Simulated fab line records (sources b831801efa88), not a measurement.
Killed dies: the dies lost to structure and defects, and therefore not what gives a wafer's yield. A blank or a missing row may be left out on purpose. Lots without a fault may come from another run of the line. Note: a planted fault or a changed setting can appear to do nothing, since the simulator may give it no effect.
One fault through the eyes of 2 desks || flow gf180mcu || each desk holds nothing but its own numbers, with what lay behind them at the end

FROM THE METROLOGY DESK
What the gauges read, lot by lot, whatever tool the lot ran on: means of the sampled wafers that have a number. A lot is out of limits, marked OUT, if its mean lies more than 4 standard deviations from the usual mean; the brackets give that distance.
Columns: A = M4_ALCU_THK at GF_M4_THK_MEAS_06, usual 448 nm; B = V5_CVD_00_THK at GF_V5_THK_MEAS_01, usual 300.1 nm
{"lot": "L893", "first seen here": "day 23 03:53", "A": 436, "B": 303.4}
{"lot": "L894", "first seen here": "day 23 10:47", "A": 450, "B": 298.3}
{"lot": "L896", "first seen here": "day 23 23:05", "A": 446, "B": 295.6}
{"lot": "L898", "first seen here": "day 25 02:36", "A": 445, "B": 300.0}
{"lot": "L899", "first seen here": "day 25 07:07", "A": 464, "B": 300.3}
{"lot": "L903", "first seen here": "day 26 15:34", "A": 449, "B": 301.5}
{"lot": "L909", "first seen here": "day 28 04:52", "A": 446, "B": 301.8}
{"lot": "L910", "first seen here": "day 28 20:32", "A": 454, "B": 297.4}
{"lot": "L911", "first seen here": "day 28 20:52", "A": 453, "B": 299.4}
{"lot": "L913", "first seen here": "day 29 08:01", "A": 453, "B": 297.9}
{"lot": "L915", "first seen here": "day 29 18:29", "A": 451, "B": 297.8}
This desk's verdict: no lot among the 11 shows anything out of limits.

THE TOOL OWNER'S DESK: pvd-sputter-02
The tool's own readings at GF_M4_SPUTTER_04 (material TiN, target thk 50 nm, time 41.7 s): means of the sampled wafers that have a number, for each lot that ran on this tool. A lot is out of limits, marked OUT, if its mean lies more than 4 standard deviations from the usual mean; the brackets give that distance.
Columns: A = cathode-dc-power-W at GF_M4_SPUTTER_04, usual 6500.0 W; B = throttle-valve-pct at GF_M4_SPUTTER_04, usual 30.1 %
{"lot": "L898", "first seen here": "day 25 02:26", "A": 6500.3, "B": 29.1}
{"lot": "L899", "first seen here": "day 25 06:58", "A": "5747.6 (-99 or more) OUT", "B": 29.7}
{"lot": "L903", "first seen here": "day 26 08:47", "A": "5748.3 (-99 or more) OUT", "B": 29.3}
{"lot": "L910", "first seen here": "day 28 20:23", "A": 6500.3, "B": 29.2}
{"lot": "L915", "first seen here": "day 29 18:19", "A": 6500.3, "B": 29.7}
This desk's finding: out of limits on L899, L903; first on L899, day 25 06:58 (cathode-dc-power-W at GF_M4_SPUTTER_04). Within limits: L898, L910, L915.

TAKEN TOGETHER
On L899, L903, at day 25 06:58, an alarm was possible from the tool owner's desk.
Nothing out of limits was seen by the metrology desk.
The metrology desk holds a record of L899, L903, inside its limits.
The lots listed all ran GF_M4_SPUTTER_04 on pvd-sputter-02.

WHAT THE SIMULATOR PUT IN
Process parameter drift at GF_M4_SPUTTER_04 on pvd-sputter-02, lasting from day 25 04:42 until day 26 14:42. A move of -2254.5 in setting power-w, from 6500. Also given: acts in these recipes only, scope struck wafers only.
Shown lots that were struck: L899, L903.
How many hours passed from the start of the fault until each desk's first out-of-limits reading: the tool owner's desk, 2.
